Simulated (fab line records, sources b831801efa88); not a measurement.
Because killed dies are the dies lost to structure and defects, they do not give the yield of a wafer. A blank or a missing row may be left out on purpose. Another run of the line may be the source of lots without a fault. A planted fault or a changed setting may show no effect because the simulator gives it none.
The tool behind it: which one? -- flow gf180mcu -- 6 lots, 18 wafers sampled, at 3 steps of a route of 602

== WHAT EACH GAUGE READ, for each wafer ==
GF_V3_CD_MEAS_14: target cd 260 nm.
lot,measured,on,cd-nm (nm)
L704,day 23 06:49,cd-sem-02,260.1 260.3 260.4
L707,day 24 06:40,cd-sem-01,262.5 263.6 262.5
L717,day 27 15:22,cd-sem-02,215.0 213.0 213.8
L720,day 28 07:35,cd-sem-02,258.7 259.7 258.2
L722,day 29 05:58,cd-sem-02,259.1 259.5 260.3
L725,day 29 20:32,cd-sem-01,260.4 260.4 260.4

== WHICH TOOL RAN EACH LOT (tool, then ch and the chambers of the sampled wafers, then the start) ==
lot,GF_V3_CVD_02,GF_V3_EXPOSE_11
L704,"pecvd-01 ch 0,1,2, day 22 07:28","krf-scanner-02 ch 0, day 22 19:32"
L707,"pecvd-03 ch 0,1,2, day 23 07:37","krf-scanner-02 ch 0, day 23 19:38"
L717,"pecvd-04 ch 0,1,2, day 26 18:30","krf-scanner-02 ch 0, day 27 05:26"
L720,"pecvd-01 ch 0,1, day 27 11:16","krf-scanner-01 ch 0, day 27 22:02"
L722,"pecvd-03 ch 0,1, day 28 10:13","krf-scanner-01 ch 0, day 28 20:25"
L725,"pecvd-01 ch 1,2, day 29 01:38","krf-scanner-01 ch 0, day 29 11:50"
- GF_V3_CVD_02: deposits SiO2 from TEOS, target thk 850 nm, time 94.851 s.
- GF_V3_EXPOSE_11: exposes mask Via3, target cd 260 nm.

== THE ANSWER, worked out from the rows above alone ==
Rule: the lots themselves supply what counts as usual. The widest of any qualifying gaps counts: lots, ordered by their means at a reading, are off when they make up no more than a third of the lots, leave a main group of 4 or more, and stand apart from it by 3 or more times the standard deviation of that group's means. A main group is skipped when, at the precision printed for the reading in the tables above, its means are all equal. Also off: a lot with no number at a reading for which 4 or more lots have one. All remaining lots with rows at the step are treated as sound.
Off: L717 (GF_V3_CD_MEAS_14, cd-nm). Main group: mean 260.4 nm, sd 1.3.
If a tool, at a process step before that reading, ran all the lots that are off and no sound lot after the first of them, it fits. Gauges at GF_V3_CD_MEAS_14: tried the same way as those tools. This does not decide it: 2 tools fit, namely pecvd-04 at GF_V3_CVD_02 and krf-scanner-02 at GF_V3_EXPOSE_11.

== WHAT THE SIMULATOR HAD PUT IN ==
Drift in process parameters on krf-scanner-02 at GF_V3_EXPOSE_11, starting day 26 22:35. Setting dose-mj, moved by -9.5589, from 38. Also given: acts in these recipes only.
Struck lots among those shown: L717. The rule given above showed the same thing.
